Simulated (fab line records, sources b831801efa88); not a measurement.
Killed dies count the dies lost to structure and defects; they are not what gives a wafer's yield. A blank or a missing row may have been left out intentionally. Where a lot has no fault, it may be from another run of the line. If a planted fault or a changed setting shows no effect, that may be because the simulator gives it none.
Which of the tools did it? || flow gf180mcu || 13 lots with 39 wafers sampled at 5 steps, on a route of 602 steps

## WHAT THE GAUGES SHOWED, per wafer
GF_MVSD_OVL_MEAS_07. Usual: for MVSD_OVL the level is 0.2 nm and the standard deviation is 1.1.
{"lot": "L793", "measured": "day 5 10:05", "on": "overlay-01", "MVSD_OVL (nm)": "2.0 0.3 0.2", "flag": ""}
{"lot": "L794", "measured": "day 5 10:14", "on": "overlay-02", "MVSD_OVL (nm)": "-0.5 2.3 0.2", "flag": ""}
{"lot": "L795", "measured": "day 5 17:50", "on": "overlay-01", "MVSD_OVL (nm)": "0.7 1.2 -0.7", "flag": ""}
{"lot": "L796", "measured": "day 6 02:35", "on": "overlay-01", "MVSD_OVL (nm)": "0.9 1.0 1.7", "flag": ""}
{"lot": "L799", "measured": "day 6 12:02", "on": "overlay-01", "MVSD_OVL (nm)": "0.4 -0.4 -0.4", "flag": ""}
{"lot": "L801", "measured": "day 7 03:05", "on": "overlay-01", "MVSD_OVL (nm)": "-2.2 -0.6 -0.2", "flag": ""}
{"lot": "L802", "measured": "day 7 07:05", "on": "overlay-02", "MVSD_OVL (nm)": "-0.6 0.4 -0.6", "flag": ""}
{"lot": "L804", "measured": "day 7 12:23", "on": "overlay-02", "MVSD_OVL (nm)": "0.9 0.4 -0.3", "flag": ""}
{"lot": "L805", "measured": "day 8 00:32", "on": "overlay-02", "MVSD_OVL (nm)": "0.6 0.4 0.9", "flag": ""}
{"lot": "L806", "measured": "day 8 04:05", "on": "overlay-02", "MVSD_OVL (nm)": "0.0 0.7 0.4", "flag": ""}
{"lot": "L809", "measured": "day 8 19:33", "on": "overlay-01", "MVSD_OVL (nm)": "0.8 -1.0 -1.0", "flag": ""}
{"lot": "L810", "measured": "day 9 00:47", "on": "overlay-02", "MVSD_OVL (nm)": "0.2 -0.2 1.3", "flag": ""}
{"lot": "L812", "measured": "day 9 13:56", "on": "overlay-02", "MVSD_OVL (nm)": "0.1 -1.7 -2.0", "flag": ""}

GF_VT_IMPLANT_TW_MEAS_32. Usual: for VT_IMPLANT_3_TW the level is 270 and the standard deviation is 3.2.
{"lot": "L793", "measured": "day 7 22:31", "on": "film-metro-01", "VT_IMPLANT_3_TW": "265 265 265", "flag": ""}
{"lot": "L794", "measured": "day 7 23:43", "on": "film-metro-02", "VT_IMPLANT_3_TW": "269 270 270", "flag": ""}
{"lot": "L795", "measured": "day 8 10:13", "on": "film-metro-03", "VT_IMPLANT_3_TW": "272 273 273", "flag": ""}
{"lot": "L796", "measured": "day 8 19:55", "on": "film-metro-01", "VT_IMPLANT_3_TW": "263 264 264", "flag": ""}
{"lot": "L799", "measured": "day 9 07:56", "on": "film-metro-02", "VT_IMPLANT_3_TW": "272 271 273", "flag": ""}
{"lot": "L801", "measured": "day 10 01:02", "on": "film-metro-02", "VT_IMPLANT_3_TW": "269 271 270", "flag": ""}
{"lot": "L802", "measured": "day 10 03:40", "on": "film-metro-02", "VT_IMPLANT_3_TW": "144 145 145", "flag": "OFF"}
{"lot": "L804", "measured": "day 10 11:01", "on": "film-metro-02", "VT_IMPLANT_3_TW": "268 269 268", "flag": ""}
{"lot": "L805", "measured": "day 10 23:07", "on": "film-metro-01", "VT_IMPLANT_3_TW": "141 140 142", "flag": "OFF"}
{"lot": "L806", "measured": "day 11 03:22", "on": "film-metro-02", "VT_IMPLANT_3_TW": "142 142 143", "flag": "OFF"}
{"lot": "L809", "measured": "day 11 20:59", "on": "film-metro-01", "VT_IMPLANT_3_TW": "266 265 265", "flag": ""}
{"lot": "L810", "measured": "day 12 02:31", "on": "film-metro-02", "VT_IMPLANT_3_TW": "271 271 272", "flag": ""}
{"lot": "L812", "measured": "day 12 17:41", "on": "film-metro-02", "VT_IMPLANT_3_TW": "271 272 271", "flag": ""}

GF_CONTACT_THK_MEAS_03. Usual: for CONTACT_CVD_02_THK the level is 866 nm and the standard deviation is 14.
{"lot": "L793", "measured": "day 16 11:46", "on": "film-metro-04", "CONTACT_CVD_02_THK (nm)": "853 857 847", "flag": ""}
{"lot": "L794", "measured": "day 16 14:03", "on": "film-metro-03", "CONTACT_CVD_02_THK (nm)": "848 851 860", "flag": ""}
{"lot": "L795", "measured": "day 17 03:58", "on": "film-metro-01", "CONTACT_CVD_02_THK (nm)": "854 870 869", "flag": ""}
{"lot": "L796", "measured": "day 17 15:53", "on": "film-metro-01", "CONTACT_CVD_02_THK (nm)": "866 874 874", "flag": ""}
{"lot": "L799", "measured": "day 18 11:39", "on": "film-metro-03", "CONTACT_CVD_02_THK (nm)": "858 867 859", "flag": ""}
{"lot": "L801", "measured": "day 19 08:17", "on": "film-metro-01", "CONTACT_CVD_02_THK (nm)": "870 882 889", "flag": ""}
{"lot": "L802", "measured": "day 19 17:50", "on": "film-metro-04", "CONTACT_CVD_02_THK (nm)": "874 882 889", "flag": ""}
{"lot": "L804", "measured": "day 19 21:26", "on": "film-metro-04", "CONTACT_CVD_02_THK (nm)": "860 870 872", "flag": ""}
{"lot": "L805", "measured": "day 20 19:02", "on": "film-metro-04", "CONTACT_CVD_02_THK (nm)": "865 880 870", "flag": ""}
{"lot": "L806", "measured": "day 21 02:33", "on": "film-metro-01", "CONTACT_CVD_02_THK (nm)": "868 867 888", "flag": ""}
{"lot": "L809", "measured": "day 22 00:10", "on": "film-metro-01", "CONTACT_CVD_02_THK (nm)": "865 886 857", "flag": ""}
{"lot": "L810", "measured": "day 22 03:02", "on": "film-metro-03", "CONTACT_CVD_02_THK (nm)": "849 861 875", "flag": ""}
{"lot": "L812", "measured": "day 22 23:08", "on": "film-metro-03", "CONTACT_CVD_02_THK (nm)": "853 865 861", "flag": ""}

## TOOL THAT RAN EACH LOT (tool first, then ch and the chambers of the sampled wafers, then the start)
{"lot": "L793", "GF_VT_IMPLANT_STRIP_20": "plasma-asher-02 ch 0,1, day 7 06:40", "GF_VT_IMPLANT_IMPLANT_30": "implanter-04 ch 0, day 7 22:16"}
{"lot": "L794", "GF_VT_IMPLANT_STRIP_20": "plasma-asher-04 ch 0,1, day 7 07:34", "GF_VT_IMPLANT_IMPLANT_30": "implanter-03 ch 0, day 7 23:28"}
{"lot": "L795", "GF_VT_IMPLANT_STRIP_20": "plasma-asher-02 ch 1, day 7 17:16", "GF_VT_IMPLANT_IMPLANT_30": "implanter-03 ch 0, day 8 09:58"}
{"lot": "L796", "GF_VT_IMPLANT_STRIP_20": "plasma-asher-03 ch 0,1, day 8 02:40", "GF_VT_IMPLANT_IMPLANT_30": "implanter-01 ch 0, day 8 19:40"}
{"lot": "L799", "GF_VT_IMPLANT_STRIP_20": "plasma-asher-02 ch 0,1, day 8 13:39", "GF_VT_IMPLANT_IMPLANT_30": "implanter-04 ch 0, day 9 07:43"}
{"lot": "L801", "GF_VT_IMPLANT_STRIP_20": "plasma-asher-02 ch 0,1, day 9 07:00", "GF_VT_IMPLANT_IMPLANT_30": "implanter-03 ch 0, day 10 00:49"}
{"lot": "L802", "GF_VT_IMPLANT_STRIP_20": "plasma-asher-03 ch 0,1, day 9 09:22", "GF_VT_IMPLANT_IMPLANT_30": "implanter-03 ch 0, day 10 03:25"}
{"lot": "L804", "GF_VT_IMPLANT_STRIP_20": "plasma-asher-02 ch 0,1, day 9 17:25", "GF_VT_IMPLANT_IMPLANT_30": "implanter-04 ch 0, day 10 10:47"}
{"lot": "L805", "GF_VT_IMPLANT_STRIP_20": "plasma-asher-03 ch 0,1, day 10 04:55", "GF_VT_IMPLANT_IMPLANT_30": "implanter-03 ch 0, day 10 22:53"}
{"lot": "L806", "GF_VT_IMPLANT_STRIP_20": "plasma-asher-04 ch 0,1, day 10 08:58", "GF_VT_IMPLANT_IMPLANT_30": "implanter-03 ch 0, day 11 03:07"}
{"lot": "L809", "GF_VT_IMPLANT_STRIP_20": "plasma-asher-02 ch 0,1, day 11 02:15", "GF_VT_IMPLANT_IMPLANT_30": "implanter-01 ch 0, day 11 20:47"}
{"lot": "L810", "GF_VT_IMPLANT_STRIP_20": "plasma-asher-02 ch 0,1, day 11 07:37", "GF_VT_IMPLANT_IMPLANT_30": "implanter-04 ch 0, day 12 02:16"}
{"lot": "L812", "GF_VT_IMPLANT_STRIP_20": "plasma-asher-03 ch 0,1, day 11 22:40", "GF_VT_IMPLANT_IMPLANT_30": "implanter-01 ch 0, day 12 17:26"}
- GF_VT_IMPLANT_STRIP_20: strips in O2/N2.
- GF_VT_IMPLANT_IMPLANT_30

## WHAT THE TOOLS THEMSELVES READ (means of the sampled wafers that have a number; where no wafer has one, the mark that the record gives instead)
GF_VT_IMPLANT_STRIP_20. Usual: drypump-motor-current-A 6.0 A, standard deviation 0.48; heater-power-w 344 W, standard deviation 29; oes-product-au 0.716 a.u., standard deviation 0.0047; strip-time-to-endpoint-s 12.62 s, standard deviation 0.035.
{"lot": "L793", "tool": "plasma-asher-02", "drypump-motor-current-A (A)": 5.6, "heater-power-w (W)": 350, "oes-product-au (a.u.)": 0.714, "strip-time-to-endpoint-s (s)": 12.62, "flag": ""}
{"lot": "L794", "tool": "plasma-asher-04", "drypump-motor-current-A (A)": 6.1, "heater-power-w (W)": 371, "oes-product-au (a.u.)": 0.716, "strip-time-to-endpoint-s (s)": 12.59, "flag": ""}
{"lot": "L795", "tool": "plasma-asher-02", "drypump-motor-current-A (A)": 5.8, "heater-power-w (W)": 317, "oes-product-au (a.u.)": 0.716, "strip-time-to-endpoint-s (s)": 12.62, "flag": ""}
{"lot": "L796", "tool": "plasma-asher-03", "drypump-motor-current-A (A)": 6.6, "heater-power-w (W)": 334, "oes-product-au (a.u.)": 0.715, "strip-time-to-endpoint-s (s)": 12.64, "flag": ""}
{"lot": "L799", "tool": "plasma-asher-02", "drypump-motor-current-A (A)": 5.6, "heater-power-w (W)": 354, "oes-product-au (a.u.)": 0.713, "strip-time-to-endpoint-s (s)": 12.68, "flag": ""}
{"lot": "L801", "tool": "plasma-asher-02", "drypump-motor-current-A (A)": 5.6, "heater-power-w (W)": 351, "oes-product-au (a.u.)": 0.716, "strip-time-to-endpoint-s (s)": 12.65, "flag": ""}
{"lot": "L802", "tool": "plasma-asher-03", "drypump-motor-current-A (A)": 6.7, "heater-power-w (W)": 322, "oes-product-au (a.u.)": 0.721, "strip-time-to-endpoint-s (s)": 12.60, "flag": ""}
{"lot": "L804", "tool": "plasma-asher-02", "drypump-motor-current-A (A)": 5.7, "heater-power-w (W)": 336, "oes-product-au (a.u.)": 0.717, "strip-time-to-endpoint-s (s)": 12.65, "flag": ""}
{"lot": "L805", "tool": "plasma-asher-03", "drypump-motor-current-A (A)": 6.6, "heater-power-w (W)": 337, "oes-product-au (a.u.)": 0.716, "strip-time-to-endpoint-s (s)": 12.55, "flag": ""}
{"lot": "L806", "tool": "plasma-asher-04", "drypump-motor-current-A (A)": 6.1, "heater-power-w (W)": 374, "oes-product-au (a.u.)": 0.714, "strip-time-to-endpoint-s (s)": 12.59, "flag": ""}
{"lot": "L809", "tool": "plasma-asher-02", "drypump-motor-current-A (A)": 5.7, "heater-power-w (W)": 335, "oes-product-au (a.u.)": 0.717, "strip-time-to-endpoint-s (s)": 12.65, "flag": ""}
{"lot": "L810", "tool": "plasma-asher-02", "drypump-motor-current-A (A)": 5.7, "heater-power-w (W)": 353, "oes-product-au (a.u.)": 0.715, "strip-time-to-endpoint-s (s)": 12.63, "flag": ""}
{"lot": "L812", "tool": "plasma-asher-03", "drypump-motor-current-A (A)": 6.6, "heater-power-w (W)": 335, "oes-product-au (a.u.)": 0.714, "strip-time-to-endpoint-s (s)": 12.67, "flag": ""}

GF_VT_IMPLANT_IMPLANT_30. Usual: dose-ions-cm2 2.5344e+12, standard deviation 2.7e+09; faraday-current-uA 14.29, standard deviation 0.29.
{"lot": "L793", "tool": "implanter-04", "dose-ions-cm2": 2.5329e+12, "faraday-current-uA": 14.10, "flag": ""}
{"lot": "L794", "tool": "implanter-03", "dose-ions-cm2": 2.5364e+12, "faraday-current-uA": 14.22, "flag": ""}
{"lot": "L795", "tool": "implanter-03", "dose-ions-cm2": 2.5366e+12, "faraday-current-uA": 14.26, "flag": ""}
{"lot": "L796", "tool": "implanter-01", "dose-ions-cm2": 2.5369e+12, "faraday-current-uA": 14.48, "flag": ""}
{"lot": "L799", "tool": "implanter-04", "dose-ions-cm2": 2.5351e+12, "faraday-current-uA": 14.17, "flag": ""}
{"lot": "L801", "tool": "implanter-03", "dose-ions-cm2": 2.5351e+12, "faraday-current-uA": 14.80, "flag": ""}
{"lot": "L802", "tool": "implanter-03", "dose-ions-cm2": 2.5303e+11, "faraday-current-uA": 1.44, "flag": "OFF"}
{"lot": "L804", "tool": "implanter-04", "dose-ions-cm2": 2.5380e+12, "faraday-current-uA": 14.26, "flag": ""}
{"lot": "L805", "tool": "implanter-03", "dose-ions-cm2": 2.5357e+11, "faraday-current-uA": 1.44, "flag": "OFF"}
{"lot": "L806", "tool": "implanter-03", "dose-ions-cm2": 2.5393e+11, "faraday-current-uA": 1.42, "flag": "OFF"}
{"lot": "L809", "tool": "implanter-01", "dose-ions-cm2": 2.5308e+12, "faraday-current-uA": 14.39, "flag": ""}
{"lot": "L810", "tool": "implanter-04", "dose-ions-cm2": 2.5322e+12, "faraday-current-uA": 14.47, "flag": ""}
{"lot": "L812", "tool": "implanter-01", "dose-ions-cm2": 2.5347e+12, "faraday-current-uA": 14.45, "flag": ""}

## THE ANSWER, worked out from the rows above alone
Rule: a lot is off if the mean of its wafers that have a number lies more than 3 standard deviations from the usual mean. Also off: a lot with no number at a reading for which 4 or more lots have one. The other lots that the step has rows for count as sound. Order of review: gauges by route order, followed by the tools' own readings, for which a lot's mean as printed above is used. The first step at which some lot is off is used, and at that step the reading that is off furthest; a lot without a number counts as furthest.
Off: at GF_VT_IMPLANT_TW_MEAS_32 (VT_IMPLANT_3_TW), L802, L805, L806.
If a tool, at a process step before that reading, ran all the lots that are off and no sound lot after the first of them, it fits. The gauges at GF_VT_IMPLANT_TW_MEAS_32 aren't tried: what is off there is off at GF_VT_IMPLANT_IMPLANT_30 too, on other tools, and a gauge's error can't cause that. One fits: GF_VT_IMPLANT_IMPLANT_30 on implanter-03. A fault onset in the window from L801 (day 10 00:49, its last sound lot) to L802 (day 10 03:25, its first lot off) fits.
The tool's own readings at GF_VT_IMPLANT_IMPLANT_30 bear it out: on the lots that are off they differ by more than 5 times the standard deviation of the sound lots' means. dose-ions-cm2 reads 2.5351e+11 there against 2.5349e+12 on the sound lots; faraday-current-uA reads 1.43 there against 14.36 on the sound lots.

## WHAT HAD BEEN PUT IN BY THE SIMULATOR
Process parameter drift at GF_VT_IMPLANT_IMPLANT_30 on implanter-03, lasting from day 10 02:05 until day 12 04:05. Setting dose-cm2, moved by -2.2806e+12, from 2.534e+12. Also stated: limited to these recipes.
Struck lots among those shown: L802, L805, L806. The rule given above showed the same thing.
